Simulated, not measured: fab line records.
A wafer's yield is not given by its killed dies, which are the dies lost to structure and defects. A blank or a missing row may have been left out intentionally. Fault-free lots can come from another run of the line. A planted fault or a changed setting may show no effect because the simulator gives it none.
Struck lot and sound lot, side by side | flow sky130 | 17 steps out of a route of 708
Sound: these wafers, L711.1, L711.5, L711.6. The struck wafers were L713.1, L713.2, L713.6. Last of all comes the cause.
Per side, at each step with rows, come the tool, then ch with its chambers, and then its first start. Under that, the readings that differ: sound wafers | struck wafers | difference of the means | sigmas: that difference in standard deviations of wafers without a fault.
alike: a reading whose means differ by less than 2 such deviations, as well as words and numbers matching on both sides. not compared: withheld readings; readings where some wafer has no value; bounds like >300 that might hide an equal value; numbers whose values overlap and for which the record gives no deviation.
The two part at a step that has a row with sigmas, a row that says differs or no value, or rows on one side only. Numbers that don't overlap but have no deviation are shown without sigmas and don't part them. Lack of a reading on every wafer of one side parts them only where that side has two or more wafers.

first, 3 steps without rows for these wafers: SKY_CONTACT_STRIP_20 (strips in post etch residue remover, time 1200 s); SKY_CONTACT_CLEAN_21 (cleans in IPA, time 180 s); SKY_CONTACT_CLEAN_22 (cleans in O3/DIW).
SKY_CONTACT_SPUTTER_23: material TiN, target thk 20 nm, time 80 s.
  sound on pvd-sputter-03 at day 32 21:43; struck on pvd-sputter-03 at day 33 14:08
  alike: cathode-dc-power-W, chamber-pressure-pa, throttle-valve-pct
then, 1 step without rows for these wafers: SKY_CONTACT_CVD_24 (deposits W, target thk 340 nm, time 102.12 s).
SKY_CONTACT_RS_MEAS_25: measures by four-point-probe.
  sound on film-metro-04 at day 32 21:53; struck on film-metro-03 at day 33 14:18
  alike: CONTACT_W_RS
SKY_CONTACT_THK_MEAS_26: measures by xrf.
  sound on film-metro-04 at day 32 22:01; struck on film-metro-03 at day 33 14:25
  alike: CONTACT_W_THK
SKY_CONTACT_CMP_27: polishes, stops on SiO2, t overpolish 15 s, target thk 0 nm.
  sound on cmp-01 ch 1,2,3, day 32 22:10; struck on cmp-02 ch 0,2,3, day 33 14:29
  alike: motor-current-A, overpolish-run-s, time-to-endpoint-s
then, 1 step without rows for these wafers: SKY_METAL1_SPUTTER_00 (material Ti, target thk 15 nm, time 10 s).
SKY_METAL1_SPUTTER_01: material TiN, target thk 20 nm, time 16.7 s.
  sound on pvd-sputter-04 at day 32 22:23; struck on pvd-sputter-01 at day 33 14:48
  alike: cathode-dc-power-W, chamber-pressure-pa, throttle-valve-pct
SKY_METAL1_SPUTTER_02: material AlCu, target thk 250 nm, time 13.3 s.
  sound on pvd-sputter-04 at day 32 22:25; struck on pvd-sputter-01 at day 33 14:50
  alike: cathode-dc-power-W, chamber-pressure-pa, throttle-valve-pct
SKY_METAL1_SPUTTER_03: material Ti, target thk 5 nm, time 3.3 s.
  sound on pvd-sputter-04 at day 32 22:26; struck on pvd-sputter-01 at day 33 14:51
  reading                  | sound                | struck               | difference | sigmas
  chamber-pressure-pa (Pa) | 0.4009 0.4012 0.4013 | 0.3988 0.3983 0.3985 | -0.0026    | -4
  alike: cathode-dc-power-W, throttle-valve-pct
SKY_METAL1_SPUTTER_04: material TiN, target thk 70 nm, time 58.3 s.
  sound on pvd-sputter-04 at day 32 22:28; struck on pvd-sputter-01 at day 33 14:52
  no value came back on the struck wafers for cathode-dc-power-W (W), chamber-pressure-pa (Pa), throttle-valve-pct (%); on the sound wafers cathode-dc-power-W (W) reads 6499.7 6499.7 6501.8
SKY_METAL1_RS_MEAS_05: measures by four-point-probe.
  sound on film-metro-03 at day 32 22:31; struck on film-metro-04 at day 33 14:55
  alike: METAL1_ALCU_RS
SKY_METAL1_THK_MEAS_06: measures by xrf.
  sound on film-metro-03 at day 32 22:38; struck on film-metro-04 at day 33 15:02
  reading              | sound       | struck      | difference | sigmas
  METAL1_ALCU_THK (nm) | 246 249 242 | 286 289 287 | +42        | +11
then, 1 step without rows for these wafers: SKY_METAL1_DEHYDRATE_07 (time 60 s).
-- the record jumps here: 14 days lie between the struck wafers' starts before and after (it left off in module METAL1 and takes up again in module PAD_OPEN, whose first step shown is number 708 of the route) --
SKY_PAD_OPEN_PROBE_99:
  sound on prober-01 at day 46 17:38; struck on prober-01 at day 47 05:29
  reading                       | sound            | struck            | difference | sigmas
  model.etest.via1-chain.rc-ohm | 17.65 16.7 17.78 | 29.99 28.41 28.98 | +11.75     |
  alike: defect-limited-yield, killed_at_M0_to_M3, killed_at_M4_up, killed-at-contacts, killed-at-front-end, killed-at-other, killed-dies, killed-open, killed-short

WHERE THEY PART
At SKY_METAL1_SPUTTER_03 first; at SKY_METAL1_THK_MEAS_06 last (within this record only). Later steps at which nothing parts them and some readings are alike: SKY_PAD_OPEN_PROBE_99.

WHY: the cause the simulator had injected
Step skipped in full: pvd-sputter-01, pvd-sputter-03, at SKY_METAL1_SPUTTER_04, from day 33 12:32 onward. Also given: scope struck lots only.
